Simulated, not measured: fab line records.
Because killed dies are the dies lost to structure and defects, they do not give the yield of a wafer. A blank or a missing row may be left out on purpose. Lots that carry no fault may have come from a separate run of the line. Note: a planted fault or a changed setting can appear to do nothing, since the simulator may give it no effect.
Chamber matching    flow gf180mcu    4 sister chambers for GF_V3_CMP_04 on cmp-01
The step polishes SiO2. 30 wafers are shown with their chamber, then 12 later ones without.

## EACH WAFER AND ITS CHAMBER
wafer   chamber  motor current A (A)  slurry flow ml min  time to endpoint s (s)
L074.1  1        12.1                 151.0               76
L074.2  0        11.3                 149.1               84
L074.6  3        12.7                 150.5               81
L076.2  0        11.1                 149.5               76
L076.3  3        13.2                 149.9               73
L076.5  3        12.7                 150.1               75
L077.3  0        11.4                 149.5               81
L077.4  1        12.4                 150.6               83
L077.5  0        11.3                 150.6               84
L078.1  0        10.8                 149.9               75
L078.3  3        12.1                 150.0               77
L078.6  3        13.5                 149.8               80
L082.2  2        11.2                 149.2               78
L082.5  1        11.1                 149.5               80
L082.6  0        11.1                 149.8               86
L085.1  0        11.3                 149.7               84
L085.2  3        13.8                 149.7               82
L085.4  1        11.6                 150.7               87
L086.3  1        11.8                 150.1               77
L086.5  3        12.6                 149.9               84
L086.6  2        11.0                 150.2               82
L087.1  2        10.6                 150.8               72
L087.3  0        10.9                 150.5               78
L087.4  3        12.6                 150.0               82
L088.1  3        12.5                 149.9               82
L088.2  2        10.4                 149.7               79
L088.3  1        11.6                 150.2               78
L089.2  3        12.5                 149.6               80
L089.3  2        11.2                 149.4               75
L089.5  3        13.1                 149.7               85

SIGNATURES (averages over the wafers above)
reading             chamber 0  chamber 1  chamber 2  chamber 3  scatter within a chamber
motor current A     11.150     11.767     10.880     12.845     0.409
slurry flow ml min  149.825    150.350    149.860    149.918    0.46
time to endpoint s  81.00      80.17      77.20      80.09      3.94
Rule: distance of a wafer from a chamber = root of the sum over the readings of ((wafer's reading minus chamber's mean) / reading's scatter) squared. The wafer belongs to the nearest chamber; if the next one is less than 2 further off, it can't be placed. The scatter: the root of (the sum of the squares of (reading less its chamber's mean) over the shown wafers, divided by (wafers less chambers)).

## WAFERS WITH NO CHAMBER GIVEN
wafer   motor current A (A)  slurry flow ml min  time to endpoint s (s)
L090.2  11.2                 150.3               83
L090.3  11.0                 150.3               83
L090.5  11.3                 149.8               82
L091.2  13.3                 149.7               76
L091.4  11.0                 148.7               80
L091.5  10.8                 149.7               80
L093.1  10.8                 150.2               77
L093.3  10.8                 149.5               77
L093.4  13.3                 150.7               83
L096.2  13.1                 149.7               83
L096.4  11.7                 150.8               88
L096.5  13.0                 150.7               83

## WHICH CHAMBER EACH ONE RAN IN
wafer   from the rows above                in truth
L090.2  can't be placed: 0 or 1 or 2       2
L090.3  can't be placed: 0 or 2 or 1       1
L090.5  can't be placed: 0 or 2 or 1       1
L091.2  3                                  3
L091.4  can't be placed: 0 or 2 or 1       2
L091.5  can't be placed: 2 or 0 or 1       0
L093.1  can't be placed: 2 or 0 or 1       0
L093.3  can't be placed: 2 or 0            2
L093.4  can't be placed: 3 or 1            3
L096.2  3                                  3
L096.4  can't be placed: 1 or 0 or 3 or 2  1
L096.5  can't be placed: 3 or 1            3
Placed correctly: 2 of 12. Unplaceable from these rows: 10, with the true chamber sitting among the candidates in 10. Wrongly placed: 0.
